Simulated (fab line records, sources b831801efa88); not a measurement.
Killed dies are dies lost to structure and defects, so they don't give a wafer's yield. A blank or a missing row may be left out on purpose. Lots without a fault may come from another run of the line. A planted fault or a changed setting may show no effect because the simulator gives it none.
A struck lot beside a sound one | flow sky130 | 15 steps out of a route of 708
Sound: wafers L485.2, L485.5, L485.6. Struck: wafers L487.1, L487.2, L487.3. The cause comes at the end.
At each step with rows: each side's tool, then ch and its chambers, then its first start. Under that, the readings that differ: sound wafers | struck wafers | difference of the means | sigmas: that difference in standard deviations of wafers without a fault.
alike: readings whose means differ by less than 2 such deviations, and words and numbers that are the same on both sides. not compared: withheld readings, readings that some wafer has no value for, bounds like >300 that may hide the same value, and numbers for which the record gives no deviation and whose values overlap.
The two part at a step that has a row with sigmas, a row that says differs or no value, or rows on one side only. Numbers that don't overlap but have no deviation are shown without sigmas and don't part them. A reading that every wafer of one side lacks parts them only if that side has two wafers or more.

first, 1 step without rows for these wafers: SKY_METAL1_DEVELOP_14 (develop time 60 s).
SKY_METAL1_CD_MEAS_15: target cd 140 nm.
  sound on cd_sem-01, day 33 21:14; struck on cd_sem-02, day 33 23:01
  reading    | sound             | struck            | difference | sigmas
  cd_nm (nm) | 137.9 135.6 136.7 | 140.6 141.2 139.6 | +3.7       | +2
SKY_METAL1_OVL_MEAS_16:
  sound on overlay-02, day 33 21:21; struck on overlay-02, day 33 23:08
  alike: METAL1_OVL
SKY_METAL1_DESCUM_17: chemistry O2, time 8 s.
  sound on rie_metal-02 ch 0,1, day 33 21:23; struck on rie_metal-01 ch 0,1, day 33 23:10
  reading                     | sound       | struck      | difference | sigmas
  drypump_motor_current_A (A) | 6.4 5.7 6.4 | 5.3 5.3 5.3 | -0.9       | -2
  alike: chamber_pressure_mTorr, oes_product_au
  not compared: rf_hours_counter_h
SKY_METAL1_ETCH_18: etches BARC in N2/H2, stops on SiO2, time 45.9 s, target depth 60 nm.
  sound on rie_metal-02 ch 0,1, day 33 21:25; struck on rie_metal-01 ch 0,1, day 33 23:12
  reading                     | sound       | struck      | difference | sigmas
  drypump_motor_current_A (A) | 6.4 5.8 6.4 | 5.3 5.3 5.3 | -0.9       | -2
  alike: chamber_pressure_mTorr, oes_product_au, throttle_valve_pct
  not compared: rf_hours_counter_h
SKY_METAL1_METAL_ETCH_19: etches the open film in Cl2/BCl3, stops on SiO2, target depth 360 nm, time 78 s.
  sound on rie_metal-02 ch 0,1, day 33 21:28; struck on rie_metal-01 ch 0,1, day 33 23:16
  reading                     | sound       | struck      | difference | sigmas
  drypump_motor_current_A (A) | 6.4 5.8 6.4 | 5.3 5.2 5.3 | -0.9       | -2
  alike: chamber_pressure_mTorr, oes_product_au, throttle_valve_pct
  not compared: rf_hours_counter_h
SKY_METAL1_STRIP_20: strips in O2/N2.
  sound on plasma_asher-01 ch 0,1, day 33 21:34; struck on plasma_asher-02 ch 0,1, day 33 23:21
  reading               | sound             | struck            | difference | sigmas
  oes_product_au (a.u.) | 0.337 0.325 0.339 | 0.343 0.343 0.348 | +0.011     | +2
  alike: chamber_pressure_mTorr, drypump_motor_current_A, strip_time_to_endpoint_s
  not compared: rf_hours_counter_h
then, 4 steps without rows for these wafers: SKY_METAL1_STRIP_21 (strips in post etch residue remover, time 1200 s); SKY_METAL1_CLEAN_22 (cleans in IPA, time 180 s); SKY_METAL1_CLEAN_23 (cleans in O3/DIW); SKY_VIA1_HDPCVD_00 (deposits SiO2, target thk 1030 nm, time 171.7 s).
SKY_VIA1_THK_MEAS_01:
  sound on film_metro-03, day 33 22:19; struck on film_metro-02, day 34 00:06
  alike: VIA1_HDPCVD_THK
SKY_VIA1_CMP_02: polishes SiO2.
  sound on cmp-02 ch 2,3, day 33 22:25; struck on cmp-02 ch 1,2,3, day 34 00:10
  reading          | sound             | struck            | difference | sigmas
  platen_rpm (rpm) | 60.01 60.02 59.87 | 66.03 66.04 66.00 | +6.06      | +99 or more
  alike: motor_current_A
SKY_VIA1_BOW_MEAS_03:
  sound on film_metro-04, day 33 22:41; struck on film_metro-02, day 34 00:28
  alike: VIA1_BOW
-- the record jumps here: 13 days lie between the struck wafers' starts before and after (it left off in module VIA1 and takes up again in module PAD_OPEN, whose first step shown is number 708 of the route) --
SKY_PAD_OPEN_PROBE_99:
  sound on prober-01, day 46 16:04; struck on prober-02, day 46 16:58
  alike: defect_limited_yield, killed_at_M0_to_M3, killed_at_M4_up, killed_at_contacts, killed_at_front_end, killed_at_other, killed_dies, killed_open, killed_short, sort_bin_3_pad_short, sort_bin_5_function, sort_bin_6_memory, sort_n_pass, sort_yield_pct

WHERE THEY PART
First at SKY_METAL1_CD_MEAS_15; last, within this record, at SKY_VIA1_CMP_02. Later steps at which nothing parts them and some readings are alike: SKY_VIA1_BOW_MEAS_03, SKY_PAD_OPEN_PROBE_99.

WHY: what the simulator had put in
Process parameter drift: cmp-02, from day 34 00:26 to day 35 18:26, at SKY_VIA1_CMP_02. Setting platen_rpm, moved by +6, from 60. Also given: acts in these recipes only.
